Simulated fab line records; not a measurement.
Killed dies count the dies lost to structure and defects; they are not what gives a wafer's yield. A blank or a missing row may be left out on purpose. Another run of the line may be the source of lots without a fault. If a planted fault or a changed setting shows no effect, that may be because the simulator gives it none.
One fault seen from 2 desks :: flow gf180mcu :: numbers are kept per desk, each desk with only its own; the story behind them comes last

DESK OF THE TOOL OWNER: rieDiel-01
The tool's own readings at GF_POLY_GATE_ETCH_12 (etches BARC in N2/H2): means of the sampled wafers that have a number, for each lot that ran on this tool. Marked OUT: a lot whose mean sits more than 4 standard deviations from the usual mean, which makes it out of limits; the brackets give that distance.
Columns: A = biasW at GF_POLY_GATE_ETCH_12, usual 100.04 W; B = chamberPressureMTorr at GF_POLY_GATE_ETCH_12, usual 30.000 mTorr; C = drypumpMotorCurrentA at GF_POLY_GATE_ETCH_12, usual 5.67 A; D = oesProductAu at GF_POLY_GATE_ETCH_12, usual 0.736 a.u.; E = throttleValvePct at GF_POLY_GATE_ETCH_12, usual 13.214 %
lot: L776
first seen here: day 11 04:57
A: 100.41
B: 29.977
C: 5.67
D: 0.740
E: 13.221

lot: L777
first seen here: day 11 12:59
A: 100.01
B: 29.999
C: 5.68
D: 0.738
E: 13.221

lot: L781
first seen here: day 12 21:22
A: 104.66 (+16) OUT
B: 30.020
C: 5.79
D: 0.736
E: 13.216

lot: L782
first seen here: day 13 00:01
A: 104.76 (+16) OUT
B: 30.009
C: 5.86
D: 0.733
E: 13.213
This desk's finding: out of limits on L781, L782; first on L781, day 12 21:22 (biasW at GF_POLY_GATE_ETCH_12). L776, L777: within limits.

FROM THE METROLOGY DESK
Means of the sampled wafers that have a number, per lot and without regard to the tool the lot ran on: this is what the gauges read. Marked OUT: a lot whose mean sits more than 4 standard deviations from the usual mean, which makes it out of limits; the brackets give that distance.
Columns: A = M1_OVL at GF_M1_OVL_MEAS_15, usual 3 nm
lot: L769
first seen here: day 17 00:17
A: 2

lot: L770
first seen here: day 17 13:03
A: 2

lot: L772
first seen here: day 18 05:43
A: 1

lot: L774
first seen here: day 18 22:43
A: 2

lot: L776
first seen here: day 19 20:22
A: 2

lot: L777
first seen here: day 20 03:17
A: -3

lot: L780
first seen here: day 21 06:32
A: 4

lot: L781
first seen here: day 21 18:19
A: 2

lot: L782
first seen here: day 21 21:04
A: 2

lot: L786
first seen here: day 23 11:50
A: 3

lot: L789
first seen here: day 24 12:38
A: -0

lot: L792
first seen here: day 25 07:23
A: 1
Result from this desk: across the 12 lots, nothing is out of limits.

ALL TOGETHER
The tool owner's desk could have raised an alarm at day 12 21:22, on L781, L782.
The metrology desk saw nothing out of limits.
The metrology desk has L781, L782 on record, within its limits.
On rieDiel-01, each named lot ran GF_POLY_GATE_ETCH_12.

WHAT THE SIMULATOR HAD INSERTED
rieDiel-01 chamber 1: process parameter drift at GF_POLY_GATE_ETCH_12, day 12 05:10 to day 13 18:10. Setting biasW, moved by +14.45, from 100. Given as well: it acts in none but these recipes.
Shown lots that were struck: L781, L782.
Time in hours from fault onset to the first out-of-limits reading at each desk: the tool owner's desk, 16.
